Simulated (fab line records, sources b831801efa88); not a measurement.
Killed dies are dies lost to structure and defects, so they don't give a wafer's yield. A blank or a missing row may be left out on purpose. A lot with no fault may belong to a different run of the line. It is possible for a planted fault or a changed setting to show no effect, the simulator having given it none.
fab line records + flow sky130
record
- lots=14
- wafers=42
- last_day=52
route steps=708 shown SONOS_TUNNEL@163 POLY_GATE@229 POLY_CUT@317 LOCAL_INTERCONNECT@388
lots with no fault: from the same line, run without faults
start_h: start of the lot's first displayed wafer, in hours after the record's first day + wait_h: hours elapsed since this lot's preceding step + " unchanged from the row above + L1.1+2: one row covering several wafers at once + - value missing, or start not given + * or withheld: withheld + < > ~ a bound
route shown NAME@n: a module of which the file shows steps, and the number in the route of the first + usual: average and standard deviation across the fault-free wafers + same: alike in all rows + chamber/n: place in a boat + sites: the reading at each site + _std_site: how widely they spread, as a standard deviation + _edge_site: the outer-site mean with the inner-site mean subtracted + radius_mm: for every site, how far away it sits from the centre of the wafer + mask NAME#n: copy n + behind: the last tool/chamber to shape the wafer + hold: the reason the lot was held/the length of the hold in hours/how it ended + device: whichever transistor did not switch (one of n, p or np) + end of line: tests run on the same wafers once the route is complete + a step given without rows: its recipe and nothing more + killed: dies lost to structure and defects at the first sort, not the wafer's yield + map: the dies of a wafer, with x for killed, . for not killed, _ for no die there
set.NAME: the setting that was run; set.NAME@STEP: the one run at that earlier step + model.NAME: the simulator's own value behind a step, which no gauge read
the route's steps for a sample of lots (tables are steps, rows are wafers)
services: when a tool's chamber went out of use (start_h, in hours from the record's first day, below 0 if earlier), for how many hours, and the reason
## steps
# step SKY_SONOS_TUNNEL_IMPLANT_09
# recipe
- species=B
- energy_kev=20
- dose_cm2=1e+12
- tilt_deg=withheld
# usual
- beam_energy_keV=19.998/0.0054
- beam_on_s=10.00/0.21
- implant_ion_amu=11/0
| lot.wafer | tool         | chamber | start_h | wait_h | beam_energy_keV | beam_on_s | implant_ion_amu |
|-----------|--------------|---------|---------|--------|-----------------|-----------|-----------------|
| L196.1    | implanter-03 | 0       | 201.41  | 0.0    | 19.997          | 10.07     | 11              |
| L196.2    | "            | 0       | "       | "      | 19.991          | 10.43     | 11              |
| L196.3    | "            | 0       | "       | "      | 19.995          | 9.64      | 11              |
| L198.1    | implanter-02 | 0       | 212.46  | 0.0    | 19.997          | 10.05     | 11              |
| L198.3    | "            | 0       | "       | "      | 20.001          | 10.01     | 11              |
| L198.6    | "            | 0       | "       | "      | 20.001          | 9.71      | 11              |
| L199.1    | implanter-03 | 0       | 218.26  | 0.0    | 19.991          | 10.52     | 11              |
| L199.3    | "            | 0       | "       | "      | 19.995          | 9.58      | 11              |
| L199.4    | "            | 0       | "       | "      | 19.997          | 9.73      | 11              |
| L200.2    | implanter-02 | 0       | 224.74  | 0.0    | 20.003          | 9.87      | 11              |
| L200.4    | "            | 0       | "       | "      | 20.003          | 10.13     | 11              |
| L200.5    | "            | 0       | "       | "      | 19.996          | 9.74      | 11              |
| L202.1    | implanter-01 | 0       | 234.81  | 0.1    | 19.994          | 9.90      | 11              |
| L202.2    | "            | 0       | "       | "      | 19.987          | 9.92      | 11              |
| L202.6    | "            | 0       | "       | "      | 19.986          | 10.26     | 11              |
| L203.2    | implanter-01 | 0       | 240.99  | 0.0    | 19.996          | 10.03     | 11              |
| L203.4    | "            | 0       | "       | "      | 20.005          | 10.44     | 11              |
| L203.6    | "            | 0       | "       | "      | 19.991          | 9.91      | 11              |
| L204.2    | implanter-02 | -       | 251.92  | 0.0    | -               | -         | -               |
| L204.3    | "            | -       | "       | "      | -               | -         | -               |
| L204.4    | "            | -       | "       | "      | -               | -         | -               |
| L205.2    | implanter-03 | -       | 255.22  | 0.0    | -               | -         | -               |
| L205.4    | "            | -       | "       | "      | -               | -         | -               |
| L205.5    | "            | -       | "       | "      | -               | -         | -               |
| L206.1    | implanter-02 | 0       | 257.07  | 0.0    | 20.004          | 10.01     | 11              |
| L206.3    | "            | 0       | "       | "      | 19.996          | 10.00     | 11              |
| L206.6    | "            | 0       | "       | "      | 20.002          | 10.02     | 11              |
| L209.1    | implanter-01 | 0       | 279.74  | 0.0    | 19.996          | 10.17     | 11              |
| L209.3    | "            | 0       | "       | "      | 20.003          | 10.17     | 11              |
| L209.4    | "            | 0       | "       | "      | 19.995          | 9.74      | 11              |
| L216.2    | implanter-03 | 0       | 520.64  | 0.0    | 20.002          | 10.08     | 11              |
| L216.3    | "            | 0       | "       | "      | 19.992          | 10.00     | 11              |
| L216.4    | "            | 0       | "       | "      | 19.987          | 9.71      | 11              |
| L215.2    | implanter-02 | 0       | 521.12  | 0.0    | 19.998          | 10.03     | 11              |
| L215.4    | "            | 0       | "       | "      | 20.008          | 9.87      | 11              |
| L215.6    | "            | 0       | "       | "      | 20.000          | 10.29     | 11              |
| L217.2    | implanter-03 | 0       | 521.24  | 0.0    | 20.000          | 9.75      | 11              |
| L217.3    | "            | 0       | "       | "      | 20.000          | 10.14     | 11              |
| L217.4    | "            | 0       | "       | "      | 19.998          | 10.13     | 11              |
| L218.2    | implanter-02 | 0       | 521.42  | 0.0    | 20.007          | 9.93      | 11              |
| L218.4    | "            | 0       | "       | "      | 19.999          | 9.69      | 11              |
| L218.6    | "            | 0       | "       | "      | 19.992          | 9.87      | 11              |
# step SKY_SONOS_TUNNEL_TW_MEAS_12
# usual
- SONOS_TUNNEL_TW=197.1/1.9
| lot.wafer | tool          | chamber | start_h | wait_h | SONOS_TUNNEL_TW |
|-----------|---------------|---------|---------|--------|-----------------|
| L196.1    | film_metro-03 | -       | 201.83  | 0.0    | 200.7           |
| L196.2    | "             | -       | "       | "      | 199.8           |
| L196.3    | "             | -       | "       | "      | 199.0           |
| L198.1    | film_metro-03 | -       | 212.89  | 0.0    | 199.7           |
| L198.3    | "             | -       | "       | "      | 199.3           |
| L198.6    | "             | -       | "       | "      | 200.3           |
| L199.1    | film_metro-02 | -       | 218.69  | 0.0    | 194.8           |
| L199.3    | "             | -       | "       | "      | 194.5           |
| L199.4    | "             | -       | "       | "      | 195.3           |
| L200.2    | film_metro-02 | -       | 225.14  | 0.0    | 195.3           |
| L200.4    | "             | -       | "       | "      | 194.5           |
| L200.5    | "             | -       | "       | "      | 193.9           |
| L202.1    | film_metro-04 | -       | 235.23  | 0.0    | 195.5           |
| L202.2    | "             | -       | "       | "      | 194.9           |
| L202.6    | "             | -       | "       | "      | 194.6           |
| L203.2    | film_metro-02 | -       | 241.39  | 0.0    | 197.7           |
| L203.4    | "             | -       | "       | "      | 196.5           |
| L203.6    | "             | -       | "       | "      | 196.3           |
| L204.2    | film_metro-03 | -       | 252.32  | 0.0    | 30.4            |
| L204.3    | "             | -       | "       | "      | 30.2            |
| L204.4    | "             | -       | "       | "      | 30.2            |
| L205.2    | film_metro-02 | -       | 255.62  | 0.0    | 29.9            |
| L205.4    | "             | -       | "       | "      | 29.7            |
| L205.5    | "             | -       | "       | "      | 29.8            |
| L206.1    | film_metro-02 | -       | 257.64  | 0.2    | 196.2           |
| L206.3    | "             | -       | "       | "      | 196.3           |
| L206.6    | "             | -       | "       | "      | 196.6           |
| L209.1    | film_metro-04 | -       | 280.18  | 0.0    | 197.1           |
| L209.3    | "             | -       | "       | "      | 197.1           |
| L209.4    | "             | -       | "       | "      | 196.4           |
| L216.2    | film_metro-04 | -       | 521.12  | 0.0    | 195.4           |
| L216.3    | "             | -       | "       | "      | 196.4           |
| L216.4    | "             | -       | "       | "      | 196.1           |
| L215.2    | film_metro-03 | -       | 521.52  | 0.0    | 200.1           |
| L215.4    | "             | -       | "       | "      | 199.2           |
| L215.6    | "             | -       | "       | "      | 199.0           |
| L218.2    | film_metro-02 | -       | 521.83  | 0.0    | 196.8           |
| L218.4    | "             | -       | "       | "      | 194.8           |
| L218.6    | "             | -       | "       | "      | 196.0           |
| L217.2    | film_metro-03 | -       | 521.87  | 0.0    | 199.5           |
| L217.3    | "             | -       | "       | "      | 200.4           |
| L217.4    | "             | -       | "       | "      | 199.2           |
# step SKY_POLY_GATE_ETCH_15
# recipe
- chemistry=N2/H2
- target=BARC
- ion_energy_ev=200
- source_w=500
- bias_w=100
- pressure_mtorr=30
- n2_flow_sccm=100
- h2_flow_sccm=200
- stop_on=SiO2
- time_s=118.5
- target_depth_a=1100
# usual
- drypump_motor_current_A=5.7/0.75
- oes_product_au=0.717/0.0045
- rf_fwd_power_W=497.3/1.6
- throttle_valve_pct=13.213/0.009
| lot.wafer | tool        | chamber | start_h | wait_h | drypump_motor_current_A | oes_product_au | rf_fwd_power_W | rf_hours_counter_h | throttle_valve_pct |
|-----------|-------------|---------|---------|--------|-------------------------|----------------|----------------|--------------------|--------------------|
| L196.1    | rie_diel-03 | 3       | 311.76  | 0.0    | 6.0                     | 0.715          | 500.8          | 119                | 13.191             |
| L196.2    | "           | 2       | "       | "      | 4.8                     | 0.718          | 494.6          | 2                  | 13.213             |
| L196.3    | "           | 1       | "       | "      | 5.4                     | 0.710          | 496.9          | 104                | 13.215             |
| L198.1    | rie_diel-01 | 1       | 321.31  | 0.0    | 6.1                     | 0.711          | 498.9          | 7                  | 13.202             |
| L198.3    | "           | 0       | "       | "      | 5.3                     | 0.722          | 497.1          | 13                 | 13.215             |
| L198.6    | "           | 1       | "       | "      | 6.2                     | 0.718          | 495.8          | -                  | 13.200             |
| L199.1    | rie_diel-03 | 2       | 332.22  | 0.0    | 4.8                     | 0.707          | 495.9          | 2                  | 13.222             |
| L199.3    | "           | 3       | "       | "      | 6.1                     | 0.725          | 499.3          | 119                | 13.231             |
| L199.4    | "           | 3       | "       | "      | 6.0                     | 0.715          | 497.1          | -                  | 13.215             |
| L200.2    | rie_diel-03 | 0       | 340.29  | 0.0    | 4.8                     | 0.717          | 499.5          | 15                 | 13.217             |
| L200.4    | "           | 0       | "       | "      | 4.8                     | 0.722          | 499.6          | -                  | 13.213             |
| L200.5    | "           | 1       | "       | "      | 5.4                     | 0.717          | 495.9          | -                  | 13.212             |
| L202.1    | rie_diel-01 | 2       | 351.19  | 0.0    | 6.5                     | 0.708          | 496.7          | 40                 | 13.200             |
| L202.2    | "           | 3       | "       | "      | 4.7                     | 0.717          | 495.4          | 5                  | 13.208             |
| L202.6    | "           | 0       | "       | "      | 5.3                     | 0.713          | 497.3          | -                  | 13.216             |
| L203.2    | rie_diel-01 | 1       | 364.82  | 0.0    | 6.2                     | 0.714          | 494.9          | 8                  | 13.207             |
| L203.4    | "           | 3       | "       | "      | 4.7                     | 0.714          | 496.9          | 6                  | 13.226             |
| L203.6    | "           | 2       | "       | "      | 6.5                     | 0.723          | 496.7          | -                  | 13.213             |
| L206.1    | rie_diel-01 | 3       | 379.97  | 0.0    | 4.6                     | 0.716          | 500.9          | 6                  | 13.212             |
| L206.3    | "           | 2       | "       | "      | 6.4                     | 0.713          | 498.3          | 41                 | 13.220             |
| L206.6    | "           | 3       | "       | "      | 4.7                     | 0.718          | 497.7          | -                  | 13.216             |
| L209.1    | rie_diel-02 | 3       | 399.31  | 0.0    | 6.7                     | 0.720          | 495.8          | 93                 | 13.215             |
| L209.3    | "           | 2       | "       | "      | 6.5                     | 0.719          | 495.1          | 1                  | 13.204             |
| L209.4    | "           | 0       | "       | "      | 6.7                     | 0.720          | 497.8          | 100                | 13.206             |
| L216.2    | rie_diel-03 | 0       | 644.41  | 0.0    | 4.8                     | 0.715          | 497.1          | 20                 | 13.227             |
| L216.3    | "           | 1       | "       | "      | 5.5                     | 0.714          | 497.0          | 3                  | 13.214             |
| L216.4    | "           | 0       | "       | "      | 4.8                     | 0.725          | 498.3          | -                  | 13.203             |
| L215.2    | rie_diel-03 | 3       | 647.01  | 0.0    | 6.0                     | 0.717          | 497.4          | 4                  | 13.206             |
| L215.4    | "           | 1       | "       | "      | 5.5                     | 0.719          | 497.9          | -                  | 13.218             |
| L215.6    | "           | 0       | "       | "      | 4.8                     | 0.720          | 497.3          | -                  | 13.210             |
| L217.2    | rie_diel-02 | 2       | 647.27  | 0.0    | 6.5                     | 0.713          | 497.4          | 6                  | 13.210             |
| L217.3    | "           | 3       | "       | "      | 6.7                     | 0.718          | 495.1          | 3                  | 13.203             |
| L217.4    | "           | 1       | "       | "      | 5.2                     | 0.714          | 496.6          | 2                  | 13.224             |
| L218.2    | rie_diel-03 | 1       | 648.53  | 0.0    | 5.4                     | 0.718          | 497.1          | 3                  | 13.213             |
| L218.4    | "           | 3       | "       | "      | 6.0                     | 0.709          | 495.7          | 4                  | 13.230             |
| L218.6    | "           | 1       | "       | "      | 5.5                     | 0.718          | 497.1          | -                  | 13.209             |
# step SKY_POLY_CUT_ETCH_10
# recipe
- chemistry=N2/H2
- target=BARC
- ion_energy_ev=200
- source_w=500
- bias_w=100
- pressure_mtorr=30
- n2_flow_sccm=100
- h2_flow_sccm=200
- stop_on=SiO2
- time_s=45.9
- target_depth_a=600
# usual
- drypump_motor_current_A=5.8/0.68
- oes_product_au=0.855/0.0049
- rf_fwd_power_W=494.5/1.7
- throttle_valve_pct=13.225/0.0088
| lot.wafer | tool        | chamber | start_h | wait_h | drypump_motor_current_A | oes_product_au | rf_fwd_power_W | rf_hours_counter_h | throttle_valve_pct |
|-----------|-------------|---------|---------|--------|-------------------------|----------------|----------------|--------------------|--------------------|
| L196.1    | rie_diel-03 | 0       | 503.02  | 0.0    | 4.8                     | 0.845          | 495.9          | 18                 | 13.224             |
| L196.2    | "           | 2       | "       | "      | 4.8                     | 0.859          | 493.1          | 6                  | 13.224             |
| L196.3    | "           | 3       | "       | "      | 6.0                     | 0.861          | 495.3          | 2                  | 13.218             |
| L198.1    | rie_diel-02 | 1       | 503.64  | 0.0    | 5.2                     | 0.851          | 493.3          | 0                  | 13.230             |
| L198.3    | "           | 0       | "       | "      | 6.7                     | 0.852          | 495.3          | 0                  | 13.229             |
| L198.6    | "           | 1       | "       | "      | 5.2                     | 0.858          | 495.1          | -                  | 13.218             |
| L199.1    | rie_diel-04 | 3       | 507.09  | 0.0    | 5.8                     | 0.859          | 494.9          | 9                  | 13.230             |
| L199.3    | "           | 1       | "       | "      | 6.3                     | 0.849          | 494.9          | 13                 | 13.222             |
| L199.4    | "           | 0       | "       | "      | 6.4                     | 0.853          | 492.0          | 0                  | 13.235             |
| L200.2    | rie_diel-04 | 2       | 520.97  | 0.0    | 5.2                     | 0.854          | 494.2          | 28                 | 13.208             |
| L200.4    | "           | 1       | "       | "      | 6.3                     | 0.854          | 492.5          | 13                 | 13.234             |
| L200.5    | "           | 0       | "       | "      | 6.4                     | 0.844          | 493.1          | -                  | 13.234             |
| L202.1    | rie_diel-02 | 1       | 533.24  | 0.0    | 5.2                     | 0.850          | 494.6          | 0                  | 13.236             |
| L202.2    | "           | 2       | "       | "      | 6.5                     | 0.849          | 496.0          | 3                  | 13.222             |
| L202.6    | "           | 3       | "       | "      | 6.7                     | 0.850          | 492.3          | -                  | 13.208             |
| L203.2    | rie_diel-02 | 1       | 548.07  | 0.0    | 5.2                     | 0.853          | 493.0          | 1                  | 13.223             |
| L203.4    | "           | 0       | "       | "      | 6.7                     | 0.850          | 494.5          | 1                  | 13.224             |
| L203.6    | "           | 2       | "       | "      | 6.5                     | 0.857          | 493.5          | -                  | 13.219             |
| L206.1    | rie_diel-03 | 1       | 560.99  | 0.0    | 5.5                     | 0.854          | 491.1          | 2                  | 13.220             |
| L206.3    | "           | 2       | "       | "      | 4.7                     | 0.852          | 494.8          | 7                  | 13.229             |
| L206.6    | "           | 1       | "       | "      | 5.4                     | 0.857          | 493.7          | -                  | 13.215             |
| L209.1    | rie_diel-04 | 2       | 582.64  | 0.0    | 5.2                     | 0.858          | 497.7          | 29                 | 13.228             |
| L209.3    | "           | 3       | "       | "      | 5.8                     | 0.857          | 497.5          | 11                 | 13.210             |
| L209.4    | "           | 1       | "       | "      | 6.3                     | 0.858          | 493.4          | 14                 | 13.241             |
| L216.2    | rie_diel-04 | 3       | 816.29  | 0.0    | 5.8                     | 0.852          | 496.2          | 15                 | 13.229             |
| L216.3    | "           | 1       | "       | "      | 6.4                     | 0.850          | 495.0          | 19                 | 13.223             |
| L216.4    | "           | 0       | "       | "      | 6.4                     | 0.847          | 492.0          | -                  | 13.229             |
| L215.2    | rie_diel-04 | 3       | 821.09  | 0.0    | 5.8                     | 0.849          | 495.6          | 15                 | 13.227             |
| L215.4    | "           | 1       | "       | "      | 6.4                     | 0.853          | 494.7          | -                  | 13.234             |
| L215.6    | "           | 3       | "       | "      | 5.8                     | 0.854          | 494.2          | -                  | 13.223             |
| L217.2    | rie_diel-03 | 1       | 822.89  | 0.0    | 5.4                     | 0.860          | 491.6          | 8                  | 13.235             |
| L217.3    | "           | 2       | "       | "      | 4.8                     | 0.856          | 496.9          | 13                 | 13.224             |
| L217.4    | "           | 0       | "       | "      | 4.8                     | 0.863          | 498.2          | 26                 | 13.213             |
| L218.2    | rie_diel-02 | 0       | 823.79  | 0.0    | 6.7                     | 0.865          | 495.6          | 8                  | 13.229             |
| L218.4    | "           | 1       | "       | "      | 5.2                     | 0.858          | 496.3          | 8                  | 13.225             |
| L218.6    | "           | 3       | "       | "      | 6.7                     | 0.852          | 493.2          | -                  | 13.215             |
# step SKY_LOCAL_INTERCONNECT_RS_MEAS_01
# recipe
- thk_meas_gauge=four-point-probe
- reads=TiN_of_LOCAL_INTERCONNECT_SPUTTER_00
# usual
- LOCAL_INTERCONNECT_TIN_RS=14.06/0.14
| lot.wafer | tool          | chamber | start_h | wait_h | LOCAL_INTERCONNECT_TIN_RS[ohm/sq] |
|-----------|---------------|---------|---------|--------|-----------------------------------|
| L196.1    | film_metro-04 | -       | 622.37  | 0.0    | 14.10                             |
| L196.2    | "             | -       | "       | "      | 14.11                             |
| L196.3    | "             | -       | "       | "      | 14.11                             |
| L198.1    | film_metro-04 | -       | 623.31  | 0.0    | 14.03                             |
| L198.3    | "             | -       | "       | "      | 14.03                             |
| L198.6    | "             | -       | "       | "      | 14.00                             |
| L199.1    | film_metro-04 | -       | 625.18  | 0.0    | 13.94                             |
| L199.3    | "             | -       | "       | "      | 13.94                             |
| L199.4    | "             | -       | "       | "      | 13.98                             |
| L200.2    | film_metro-02 | -       | 640.66  | 0.1    | 13.89                             |
| L200.4    | "             | -       | "       | "      | 14.11                             |
| L200.5    | "             | -       | "       | "      | 13.93                             |
| L202.1    | film_metro-02 | -       | 649.84  | 0.0    | 14.13                             |
| L202.2    | "             | -       | "       | "      | 13.94                             |
| L202.6    | "             | -       | "       | "      | 13.97                             |
| L203.2    | film_metro-04 | -       | 664.65  | 0.1    | 13.95                             |
| L203.4    | "             | -       | "       | "      | 13.84                             |
| L203.6    | "             | -       | "       | "      | 13.88                             |
| L206.1    | film_metro-02 | -       | 676.32  | 0.0    | 13.98                             |
| L206.3    | "             | -       | "       | "      | 14.03                             |
| L206.6    | "             | -       | "       | "      | 14.00                             |
| L209.1    | film_metro-03 | -       | 701.21  | 0.0    | 13.99                             |
| L209.3    | "             | -       | "       | "      | 13.94                             |
| L209.4    | "             | -       | "       | "      | 14.11                             |
| L216.2    | film_metro-03 | -       | 925.28  | 0.1    | 14.26                             |
| L216.3    | "             | -       | "       | "      | 14.45                             |
| L216.4    | "             | -       | "       | "      | 14.23                             |
| L215.2    | film_metro-04 | -       | 931.21  | 0.1    | 14.14                             |
| L215.4    | "             | -       | "       | "      | 14.06                             |
| L215.6    | "             | -       | "       | "      | 14.10                             |
| L217.2    | film_metro-04 | -       | 931.84  | 0.1    | 14.29                             |
| L217.3    | "             | -       | "       | "      | 14.22                             |
| L217.4    | "             | -       | "       | "      | 14.15                             |
| L218.2    | film_metro-04 | -       | 932.86  | 0.1    | 13.92                             |
| L218.4    | "             | -       | "       | "      | 14.12                             |
| L218.6    | "             | -       | "       | "      | 14.02                             |
## services
| tool         | chamber | start_h | hours | kind   |
|--------------|---------|---------|-------|--------|
| rie_diel-03  | -       | 180.99  | 62.4  | repair |
| rie_diel-03  | 1       | 202.57  | 14.9  | repair |
| implanter-02 | -       | 225.19  | 5.8   | repair |
| implanter-02 | -       | 240.19  | 3.1   | repair |
| rie_diel-03  | 3       | 255.92  | 24.4  | repair |
| rie_diel-02  | 1       | 290.49  | 3.5   | repair |
| rie_diel-02  | -       | 319.60  | 17.0  | repair |
| rie_diel-02  | 0       | 320.64  | 7.1   | repair |
| rie_diel-03  | 1       | 328.09  | 5.7   | repair |
| rie_diel-03  | 1       | 340.67  | 11.3  | repair |
| rie_diel-02  | 0       | 361.09  | 4.0   | repair |
| rie_diel-03  | 3       | 366.22  | 10.0  | repair |
| rie_diel-02  | 3       | 370.25  | 6.6   | repair |
| rie_diel-03  | 0       | 375.49  | 5.3   | repair |
| implanter-02 | -       | 379.00  | 3.0   | repair |
| rie_diel-03  | -       | 382.52  | 0.9   | repair |
| rie_diel-03  | 0       | 397.45  | 3.8   | repair |
| rie_diel-03  | -       | 402.13  | 14.6  | pm     |
| rie_diel-03  | -       | 482.93  | 0.2   | repair |
| rie_diel-03  | 3       | 543.43  | 6.2   | repair |
| rie_diel-03  | 3       | 593.59  | 24.5  | repair |
| rie_diel-03  | 1       | 603.63  | 24.0  | repair |
| rie_diel-03  | 2       | 639.98  | 8.3   | repair |
| rie_diel-03  | 1       | 705.48  | 8.7   | repair |
## key
first_sign
- step=SKY_SONOS_TUNNEL_IMPLANT_09
- reading=tool_record
- direction=missing
effect
- step=SKY_SONOS_TUNNEL_TW_MEAS_12
- reading=SONOS_TUNNEL_TW
- direction=down
- sigmas=90
- usual=197.1
- struck=30.0
met_at SKY_SONOS_TUNNEL_IMPLANT_09
struck_lots L204,L205
later_rows_left_out L204.2,L204.3,L204.4,L205.2,L205.4,L205.5
sort_left_out L204.2,L204.3,L204.4,L205.2,L205.4,L205.5
tester_left_out L204,L205
not_acting_at SKY_POLY_GATE_ETCH_15,SKY_POLY_CUT_ETCH_10,SKY_LOCAL_INTERCONNECT_RS_MEAS_01
onset_between 224.74 251.92
fault
- kind=skipped_step_whole
- tool=implanter-02,implanter-03
- chamber=-
- onset_h=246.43
- steps=SKY_SONOS_TUNNEL_IMPLANT_09
- scope=struck_lots_only
# tester_left_out: of these lots the tester's yield and bins aren't shown, on N5 and GAA mostly nor the transistor test; their killed dies are dies lost to structure and defects alone, not to doping, threshold or leakage, so they don't give the yield
# sort_left_out: the simulated sort isn't trusted on such a fault, so these wafers' sort isn't shown, and their yield isn't known
# later_rows_left_out: the simulator's readings of these wafers behind a module that went badly wrong aren't trusted and aren't shown, but for the sort
